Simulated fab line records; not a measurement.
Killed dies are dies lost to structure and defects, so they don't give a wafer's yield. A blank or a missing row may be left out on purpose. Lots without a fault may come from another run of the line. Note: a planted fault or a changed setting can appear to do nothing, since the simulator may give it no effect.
A lot that was struck, set against a sound lot || flow sfq_line || 42 steps out of a route of 325
Sound: the wafers L877.2, L877.3, L877.5. Struck: wafer L887.5 (left out: L887.1, L887.3 of the same lot, which were not struck); the cause appears at the end.
Each step with rows lists, per side, the tool, then ch with its chambers, then its first start. Under that, the readings that differ: sound wafers || struck wafers || difference of the means || sigmas: that difference in standard deviations of wafers without a fault.
alike: readings with means less than 2 such deviations apart, plus words and numbers identical on both sides. not compared: withheld readings, readings lacking a value on some wafer, bounds such as >300 that could conceal the same value, and numbers that have no deviation in the record and whose values overlap.
The two part at a step that has a row with sigmas, a row that says differs or no value, or rows on one side only. When numbers do not overlap yet have no deviation, they are printed without sigmas and do not part them. Lack of a reading on every wafer of one side parts them only where that side has two or more wafers.

first, 6 steps without rows for these wafers: SFQ_TRILAYER_I0_VIA_LITHO_COAT_036 (resist thk 62 nm); SFQ_TRILAYER_I0_VIA_LITHO_COAT_031 (resist thk 650 nm); SFQ_TRILAYER_I0_VIA_LITHO_SOFTBAKE_035; SFQ_TRILAYER_I0_VIA_LITHO_EXPOSE_032 (exposes mask I0, target cd 500 nm); SFQ_TRILAYER_I0_VIA_LITHO_PEB_034 (peb time 60 s); SFQ_TRILAYER_I0_VIA_LITHO_DEVELOP_033 (time 60 s).
SFQ_I0_OVL_MEAS_908:
  sound: overlay-01 at day 14 15:10; struck: overlay-01 at day 17 14:40
  alike: I0_OVL
then, 1 step without rows for these wafers: SFQ_TRILAYER_I0_VIA_BARC_OPEN_VIA_ETCH_046 (etches BARC in O2, target depth 125 nm, time 41.7 s).
SFQ_TRILAYER_I0_VIA_ETCH_VIA_ETCH_034: etches SiO2 in CHF3, stops on Nb, target depth 260 nm.
  sound on rie_diel-02 ch 0,2,3, day 14 15:14; struck on rie_diel-02 ch 3, day 17 14:45
  alike: drypump_motor_current_A, oes_product_au
SFQ_TRILAYER_I0_VIA_STRIP_STRIP_035: strips in O2.
  sound on rie_metal-01 ch 0,1, day 14 15:20; struck on rie_metal-01 ch 1, day 17 14:52
  alike: drypump_motor_current_A, oes_product_au
  not compared: rf_hours_counter_h
then, 2 steps without rows for these wafers: SFQ_TRILAYER_I0_VIA_STRIP_SOLV_CLEAN_036 (cleans in NMP, time 600 s); SFQ_TRILAYER_M1_DEP_PRE_CLEAN_038 (time 22.5 s).
SFQ_TRILAYER_M1_DEP_SPUTTER_037: material Nb, target thk 200 nm, time 133.3 s.
  sound: pvd_sputter-06 at day 14 16:10; struck: pvd_sputter-06 at day 17 15:40
{"reading": "model.Nb_of_TRILAYER_M1_DEP_SPUTTER_037.thk_nm (nm)", "sound": "197.4 198.7 197.8", "struck": 279.5, "difference": "+81.5", "sigmas": ""}
  alike: throttle_valve_pct
SFQ_M1_RS_MEAS_909: a four-point-probe measurement.
  sound: film_metro-04 at day 14 16:16; struck: film_metro-04 at day 17 15:46
{"reading": "M1_NB_RS (ohm/sq)", "sound": "0.903 0.897 0.902", "struck": 0.635, "difference": -0.266, "sigmas": -22}
then, 6 steps without rows for these wafers: SFQ_TRILAYER_M1_LITHO_COAT_044 (resist thk 62 nm); SFQ_TRILAYER_M1_LITHO_COAT_039 (resist thk 600 nm); SFQ_TRILAYER_M1_LITHO_SOFTBAKE_043; SFQ_TRILAYER_M1_LITHO_EXPOSE_040 (exposes mask M1, target cd 500 nm); SFQ_TRILAYER_M1_LITHO_PEB_042 (peb time 60 s); SFQ_TRILAYER_M1_LITHO_DEVELOP_041 (time 60 s).
-- the record jumps here: 6 days lie between the struck wafers' starts before and after --
SFQ_M1_OVL_MEAS_911:
  sound: overlay-01 at day 20 00:32; struck: overlay-01 at day 24 01:30
{"reading": "M1_OVL (nm)", "sound": "-6 -8 -4", "struck": 9, "difference": "+15", "sigmas": "+3"}
then, 1 step without rows for these wafers: SFQ_TRILAYER_M1_BARC_OPEN_METAL_ETCH_054 (etches BARC in O2, target depth 125 nm, time 41.7 s).
SFQ_TRILAYER_M1_ETCH_METAL_ETCH_042: etches Nb in Cl2/Ar, stops on SiO2, target depth 240 nm, time 120 s.
  sound on rie_metal-02 ch 0, day 20 00:40; struck on rie_metal-02 ch 0, day 24 01:35
{"reading": "oes_product_au (a.u.)", "sound": "0.887 0.897 0.887", "struck": 1.006, "difference": "+0.116", "sigmas": "+14"}
  alike: drypump_motor_current_A
  not compared: rf_hours_counter_h
SFQ_TRILAYER_M1_STRIP_STRIP_043: strips in O2.
  sound on rie_metal-02 ch 0, day 20 01:04; struck on rie_metal-02 ch 0, day 24 01:43
  alike: drypump_motor_current_A, oes_product_au
  not compared: rf_hours_counter_h
then, 2 steps without rows for these wafers: SFQ_TRILAYER_M1_STRIP_SOLV_CLEAN_044 (cleans in NMP, time 600 s); SFQ_TRILAYER_I1_DEP_PECVD_045 (deposits SiO2 from SiH4/N2O, time 111.11 s, target thk 500 nm).
SFQ_TRILAYER_I1_CMP_CMP_046: polishes SiO2.
  sound on cmp-02 ch 0,2,3, day 20 02:43; struck on cmp-01 ch 1, day 24 04:49
  alike: head_pressure_psi, motor_current_A, time_to_endpoint_s
SFQ_I1_BOW_MEAS_912:
  sound: film_metro-03 at day 20 05:44; struck: film_metro-03 at day 24 05:49
  alike: I1_BOW
then, 7 steps without rows for these wafers: SFQ_TRILAYER_I1_METRO_MEASURE_047; SFQ_TRILAYER_I1_VIA_LITHO_COAT_054 (resist thk 62 nm); SFQ_TRILAYER_I1_VIA_LITHO_COAT_049 (resist thk 650 nm); SFQ_TRILAYER_I1_VIA_LITHO_SOFTBAKE_053; SFQ_TRILAYER_I1_VIA_LITHO_EXPOSE_050 (exposes mask I1, target cd 500 nm); SFQ_TRILAYER_I1_VIA_LITHO_PEB_052 (peb time 60 s); SFQ_TRILAYER_I1_VIA_LITHO_DEVELOP_051 (time 60 s).
-- the record jumps here: 7 days lie between the struck wafers' starts before and after --
SFQ_I1_OVL_MEAS_913:
  sound: overlay-02 at day 27 00:18; struck: overlay-02 at day 30 22:35
  alike: I1_OVL
then, 1 step without rows for these wafers: SFQ_TRILAYER_I1_VIA_BARC_OPEN_VIA_ETCH_071 (etches BARC in O2, target depth 125 nm, time 41.7 s).
SFQ_TRILAYER_I1_VIA_ETCH_VIA_ETCH_052: etches SiO2 in CHF3, stops on Nb, target depth 260 nm.
  sound on rie_diel-01 ch 1,2, day 27 00:22; struck on rie_diel-03 ch 0, day 30 22:40
{"reading": "oes_product_au (a.u.)", "sound": "0.858 0.854 0.861", "struck": 0.846, "difference": -0.012, "sigmas": -2}
  alike: drypump_motor_current_A
then, 3 steps without rows for these wafers: SFQ_TRILAYER_I1_VIA_STRIP_STRIP_053 (strips in O2); SFQ_TRILAYER_I1_VIA_STRIP_SOLV_CLEAN_054 (cleans in NMP, time 600 s); SFQ_TRILAYER_M2_DEP_PRE_CLEAN_056 (time 22.5 s).
-- the record jumps here: 60 days lie between the struck wafers' starts before and after --
SFQ_M8_BOW_MEAS_951:
  sound: film_metro-04 at day 82 09:24; struck: film_metro-04 at day 91 10:31
{"reading": "model.etest.m1.comb_log10_ohm", "sound": "12 12 12", "struck": 0, "difference": -12, "sigmas": ""}
{"reading": "model.etest.m1.ohm_sq", "sound": "0.902 0.896 0.9003", "struck": 0.637, "difference": -0.262, "sigmas": ""}
  alike: M8_BOW

== WHERE THEY PART ==
Earliest at SFQ_M1_RS_MEAS_909; latest, in this record, at SFQ_TRILAYER_I1_VIA_ETCH_VIA_ETCH_052. Later steps at which nothing parts them and some readings are alike: SFQ_M8_BOW_MEAS_951.

WHY: what the simulator had put in
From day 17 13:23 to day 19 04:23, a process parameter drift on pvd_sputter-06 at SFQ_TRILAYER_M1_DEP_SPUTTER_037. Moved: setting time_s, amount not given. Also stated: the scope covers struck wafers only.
